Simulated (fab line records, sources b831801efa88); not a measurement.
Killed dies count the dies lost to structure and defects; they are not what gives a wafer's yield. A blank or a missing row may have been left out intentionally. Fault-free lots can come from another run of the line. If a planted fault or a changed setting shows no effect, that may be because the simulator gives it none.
Chamber matching ; flow sfq line ; 4 sister chambers for SFQ_TRILAYER_I7_CMP_CMP_184 on cmp-01
The step polishes SiO2. 16 wafers are shown with their chamber, then 8 later ones without.

## WAFERS, EACH WITH ITS CHAMBER
wafer;chamber;motor current A (A);platen rpm (rpm);time to endpoint s (s)
L704.1;0;10.5;60.01;212
L704.2;2;11.2;60.01;202
L704.4;1;9.7;60.01;213
L703.4;0;10.5;60.10;234
L703.3;2;10.6;59.96;206
L703.6;0;10.1;59.99;232
L714.2;3;10.8;59.86;207
L714.5;2;10.7;60.03;212
L714.6;1;10.1;60.02;207
L716.2;0;10.3;60.04;218
L716.4;3;10.8;59.96;222
L716.6;1;9.7;59.95;216
L717.4;1;9.4;60.01;208
L717.5;1;9.7;59.98;202
L717.6;0;10.0;59.98;213
L721.2;1;10.0;60.05;208

SIGNATURES (means of the wafers above)
reading;chamber 0;chamber 1;chamber 2;chamber 3;scatter within a chamber
motor current A;10.280;9.767;10.833;10.800;0.246
platen rpm;60.0240;60.0033;60.0000;59.9100;0.0436
time to endpoint s;221.80;209.00;206.67;214.50;7.77
Rule: distance of a wafer from a chamber = root of the sum over the readings of ((wafer's reading minus chamber's mean) / reading's scatter) squared. If the next closest chamber is less than 2 further off than the closest, the wafer can't be placed; otherwise it belongs to the closest. How the scatter is found: for the shown wafers, subtract from each reading the mean of its chamber, square and add these, divide the total by (wafers less chambers), then take the root.

## WAFERS WHOSE CHAMBER IS MISSING
wafer;motor current A (A);platen rpm (rpm);time to endpoint s (s)
L721.3;10.4;59.98;215
L721.5;10.4;60.05;221
L722.3;10.4;59.94;231
L722.4;10.2;59.98;234
L722.5;9.8;59.98;242
L724.2;10.1;60.05;230
L724.3;11.2;59.98;225
L724.6;10.6;59.97;223

## EACH ONE'S CHAMBER
wafer;from the rows above;in truth
L721.3;can't be placed: 0 or 2 or 3 or 1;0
L721.5;0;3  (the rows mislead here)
L722.3;can't be placed: 0 or 3 or 2 or 1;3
L722.4;can't be placed: 0 or 1 or 3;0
L722.5;can't be placed: 0 or 1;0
L724.2;can't be placed: 0 or 1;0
L724.3;can't be placed: 3 or 2 or 0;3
L724.6;can't be placed: 0 or 3 or 2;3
Placed correctly: 0 of 8. These rows do not allow placing 7 (true chamber among the candidates in 7). 1 placed wrongly.
